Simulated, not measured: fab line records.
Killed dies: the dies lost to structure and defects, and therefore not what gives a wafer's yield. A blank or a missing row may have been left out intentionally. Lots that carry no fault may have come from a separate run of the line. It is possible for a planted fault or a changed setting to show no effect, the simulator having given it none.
Problem report in the 8D (eight disciplines) form, filled by code :: flow gf180mcu :: the parts of the form that need people (team, actions taken, sign-off) are left out

## 1. PROBLEM STATEMENT
V3_W_RS at GF_V3_RS_MEAS_24 reads a mean of 0.234 ohm/sq on 4 wafers of 3 lots; wafers without a fault read 0.325 ohm/sq with a standard deviation of 0.0055. Relative to the usual mean, that is a shift of -16 standard deviations.
The step: measures by four-point-probe.
Earliest sighting: wafer L858.2 on film metro-01 at day 25 10:16. At this step, 30 wafers from 10 lots have a number in the record. By rule, "out" or "out of limits" means more than 4 standard deviations away from the usual mean. All remaining wafers that have a number are taken as sound.

## 2. WHAT IT IS; WHAT IT IS NOT
question: which readings at this step
is: V3_W_RS
is not: -

question: which lots
is: L858, L860, L861
is not: L853, L857, L859, L868, L872, L873, L874

question: which wafers of those lots
is: L858.2, L858.6, L860.2, L861.6
is not: L858.3, L860.1, L860.5, L861.1, L861.5

question: read on which gauges
is: film metro-01, film metro-03, film metro-04
is not: -

question: when
is: from day 25 10:16
is not: up to then (7 sound wafers); but 19 sound wafers of L859, L860, L861, L868, L872, L873, L874 came after

## 3. WHAT RULES OUT EACH SUSPECT
Counting: any tool at a process step up to the reading remains a suspect provided it ran every lot that is out. Sound lots after the first of them don't rule it out here, since some wafers of a struck lot are sound.
- the gauge at GF_V3_RS_MEAS_24 is ruled out. Those wafers that are out were read across 3 gauges (film metro-01, film metro-03, film metro-04).
- pvd sputter-01 at GF_V3_SPUTTER_22 (material TiN, target thk 10 nm, time 40 s): kept. It ran every lot that is out, first L858 (day 25 10:05); its last sound lot up to then is L853 (day 23 06:44).
- cvd w-02 at GF_V3_CVD_23 (deposits W, target thk 350 nm, time 104.9 s): kept. It ran every lot that is out, first L858 (day 25 10:07); its last sound lot up to then is L857 (day 24 14:58).
What counting leaves: pvd sputter-01 at GF_V3_SPUTTER_22 and cvd w-02 at GF_V3_CVD_23.

## 4. THE CAUSE (what the simulator had put in)
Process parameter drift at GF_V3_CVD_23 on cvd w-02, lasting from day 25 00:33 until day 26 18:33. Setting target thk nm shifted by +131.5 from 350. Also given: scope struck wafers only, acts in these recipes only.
Counting leaves 2 suspects; this tool is one of them.

## 5. THE EFFECT CHAIN, in route order
Each row: a reading whose mean over the struck wafers that have a number lies more than 3 standard deviations from the usual. Scope: only readings with a usual standard deviation given in the record; hours: median across lots of the time from each lot's start at the first step in this table that gives one to its start at this step; sigmas: change in usual standard deviations.
hours: 0
step: GF_V3_RS_MEAS_24
reading: V3_W_RS
usual: 0.325 ohm/sq
on struck wafers: 0.234
change: -0.091
sigmas: -16

hours: 3
step: GF_V3_THK_MEAS_25
reading: V3_W_THK
usual: 356 nm
on struck wafers: 495
change: +139
sigmas: +22

hours: 6
step: GF_V3_CMP_26
reading: time to endpoint s
usual: 86 s
on struck wafers: 116
change: +30
sigmas: +7.1
Here are the process steps it includes:
- GF_V3_CMP_26: polishes, stops on SiO2, t overpolish 15 s, target thk 0 nm.

## 6. WHAT WOULD HAVE CAUGHT IT SOONER
The first out-of-limits reading at a measuring or inspecting step in this record came at day 25 10:16, 10 hours after the fault's start at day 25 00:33.
An alarm limit of 4 standard deviations would not have fired on the tool readings at GF_V3_CVD_23 for which the record gives a usual standard deviation, since none of them was out on any struck wafer.
Among the 3 lots that are out, L860, L861 began GF_V3_CVD_23 on cvd w-02 after day 25 10:16. A hold on the tool at that time would have spared those 2.
